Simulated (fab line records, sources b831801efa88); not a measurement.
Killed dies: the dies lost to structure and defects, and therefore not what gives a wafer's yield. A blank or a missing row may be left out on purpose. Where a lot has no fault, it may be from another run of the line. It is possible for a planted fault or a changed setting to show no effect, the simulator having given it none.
2 desks looking at one fault || flow sfq-line || every desk sees just its own numbers, and what lay behind them comes last

## TOOL OWNER'S DESK, pvd-sputter-06
The tool's own readings at SFQ_TRILAYER_M1_DEP_SPUTTER_037 (material Nb, target thk 200 nm, time 133.3 s): means of the sampled wafers that have a number, for each lot that ran on this tool. If a lot's mean is further than 4 standard deviations from the usual mean, the lot is out of limits and carries the mark OUT (the distance appears in the brackets).
Columns: A = throttle-valve-pct at SFQ_TRILAYER_M1_DEP_SPUTTER_037, usual 30.5 %
{"lot": "L526", "first seen here": "day 17 14:47", "A": 30.9}
{"lot": "L527", "first seen here": "day 18 02:47", "A": 31.1}
{"lot": "L538", "first seen here": "day 22 02:19", "A": 30.8}
Result from this desk: across the 3 lots, nothing is out of limits.

## THE METROLOGY DESK
Means of the sampled wafers that have a number, per lot and without regard to the tool the lot ran on: this is what the gauges read. If a lot's mean is further than 4 standard deviations from the usual mean, the lot is out of limits and carries the mark OUT (the distance appears in the brackets).
Columns: A = M1_NB_RS at SFQ_M1_RS_MEAS_909, usual 0.894 ohm/sq
{"lot": "L526", "first seen here": "day 17 14:52", "A": 0.903}
{"lot": "L527", "first seen here": "day 18 02:52", "A": 0.880}
{"lot": "L528", "first seen here": "day 18 07:40", "A": 0.896}
{"lot": "L529", "first seen here": "day 18 09:23", "A": 0.887}
{"lot": "L530", "first seen here": "day 18 14:16", "A": 0.888}
{"lot": "L531", "first seen here": "day 19 15:28", "A": 0.887}
{"lot": "L536", "first seen here": "day 21 14:27", "A": 0.878}
{"lot": "L538", "first seen here": "day 22 02:25", "A": "0.837 (-4.8) OUT"}
{"lot": "L542", "first seen here": "day 23 08:53", "A": 0.904}
{"lot": "L544", "first seen here": "day 24 10:07", "A": 0.890}
{"lot": "L545", "first seen here": "day 24 12:31", "A": 0.891}
{"lot": "L546", "first seen here": "day 24 16:07", "A": 0.882}
{"lot": "L548", "first seen here": "day 24 22:05", "A": 0.906}
This desk reports L538 out of limits; the earliest was L538 at day 22 02:25 (M1_NB_RS at SFQ_M1_RS_MEAS_909). Within limits: L526, L527, L528, L529, L530, L531, L536, L542, L544, L545, L546, L548.

## TAKEN TOGETHER
L538 would have let the metrology desk raise an alarm at day 22 02:25.
The tool owner's desk saw nothing out of limits.
Tool owner's desk: L538 on record, inside its limits.
Of the lots named, all ran SFQ_TRILAYER_M1_DEP_SPUTTER_037 on pvd-sputter-06.

## WHAT WAS PUT IN BY THE SIMULATOR
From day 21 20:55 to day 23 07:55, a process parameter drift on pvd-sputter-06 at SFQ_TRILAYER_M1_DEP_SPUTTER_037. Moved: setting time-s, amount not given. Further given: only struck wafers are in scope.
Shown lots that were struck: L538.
Hours from the fault's start to each desk's first reading out of limits: the metrology desk, 6.
